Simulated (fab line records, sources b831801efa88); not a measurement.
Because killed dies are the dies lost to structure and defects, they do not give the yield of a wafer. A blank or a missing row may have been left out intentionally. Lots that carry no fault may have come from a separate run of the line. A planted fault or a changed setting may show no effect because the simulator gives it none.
A struck lot beside a sound one :: flow sfq_line :: 14 steps out of a route of 325
Sound: the wafers L733.1, L733.2, L733.4. The struck wafers were L739.1, L739.2, L739.5. The cause is named last.
Per side, at each step with rows, come the tool, then ch with its chambers, and then its first start. Under that, the readings that differ: sound wafers :: struck wafers :: difference of the means :: sigmas: that difference in standard deviations of wafers without a fault.
alike: readings whose means differ by less than 2 such deviations, and words and numbers that are the same on both sides. not compared: withheld readings, readings that some wafer has no value for, bounds like >300 that may hide the same value, and numbers for which the record gives no deviation and whose values overlap.
The two part at a step that has a row with sigmas, a row that says differs or no value, or rows on one side only. Numbers that don't overlap but have no deviation are shown without sigmas and don't part them. A reading that every wafer of one side lacks parts them only if that side has two wafers or more.

first, 6 steps without rows for these wafers: SFQ_TRILAYER_I0_VIA_LITHO_COAT_036 (resist thk 62 nm); SFQ_TRILAYER_I0_VIA_LITHO_COAT_031 (resist thk 650 nm); SFQ_TRILAYER_I0_VIA_LITHO_SOFTBAKE_035; SFQ_TRILAYER_I0_VIA_LITHO_EXPOSE_032 (exposes mask I0, target cd 500 nm); SFQ_TRILAYER_I0_VIA_LITHO_PEB_034 (peb time 60 s); SFQ_TRILAYER_I0_VIA_LITHO_DEVELOP_033 (time 60 s).
SFQ_I0_OVL_MEAS_908:
  sound: overlay-01 at day 9 21:34; struck: overlay-01 at day 11 23:31
  alike: I0_OVL
SFQ_TRILAYER_I0_VIA_BARC_OPEN_VIA_ETCH_046: etches BARC in O2, target depth 125 nm, time 41.7 s.
  sound on rie_diel-03 ch 0,1,3, day 9 21:36; struck on rie_diel-02 ch 0,2,3, day 11 23:33
  alike: drypump_motor_current_A, oes_product_au
  not compared: rf_hours_counter_h
SFQ_TRILAYER_I0_VIA_ETCH_VIA_ETCH_034: etches SiO2 in CHF3, stops on Nb, target depth 260 nm.
  sound on rie_diel-03 ch 0,1,3, day 9 21:38; struck on rie_diel-02 ch 0,2,3, day 11 23:35
  alike: drypump_motor_current_A, oes_product_au
SFQ_TRILAYER_I0_VIA_STRIP_STRIP_035: strips in O2.
  sound on rie_metal-02 ch 0,1, day 9 21:46; struck on rie_metal-03 ch 0,1, day 11 23:43
  alike: drypump_motor_current_A, oes_product_au, platen_temp_c
  not compared: rf_hours_counter_h
then, 2 steps without rows for these wafers: SFQ_TRILAYER_I0_VIA_STRIP_SOLV_CLEAN_036 (cleans in NMP, time 600 s); SFQ_TRILAYER_M1_DEP_PRE_CLEAN_038 (time 22.5 s).
SFQ_TRILAYER_M1_DEP_SPUTTER_037: material Nb, target thk 200 nm, time 133.3 s.
  sound: pvd_sputter-06 at day 9 22:34; struck: pvd_sputter-05 at day 12 00:31
reading: model.Nb_of_TRILAYER_M1_DEP_SPUTTER_037.thk_nm (nm)
sound: 198.6 199.2 198.8
struck: 93.19 91.27 90.56
difference: -107.19
sigmas: 
  alike: resputter_cathode_voltage_v, throttle_valve_pct
SFQ_M1_RS_MEAS_909: the measuring method here is four-point-probe.
  sound: film_metro-01 at day 9 22:39; struck: film_metro-03 at day 12 00:53
reading: M1_NB_RS (ohm/sq)
sound: 0.894 0.896 0.896
struck: 1.937 1.977 1.994
difference: +1.074
sigmas: +99 or more
  not compared: hold

## WHERE THEY PART
At SFQ_M1_RS_MEAS_909 and nowhere else, as far as this record goes.

WHY: the cause the simulator had injected
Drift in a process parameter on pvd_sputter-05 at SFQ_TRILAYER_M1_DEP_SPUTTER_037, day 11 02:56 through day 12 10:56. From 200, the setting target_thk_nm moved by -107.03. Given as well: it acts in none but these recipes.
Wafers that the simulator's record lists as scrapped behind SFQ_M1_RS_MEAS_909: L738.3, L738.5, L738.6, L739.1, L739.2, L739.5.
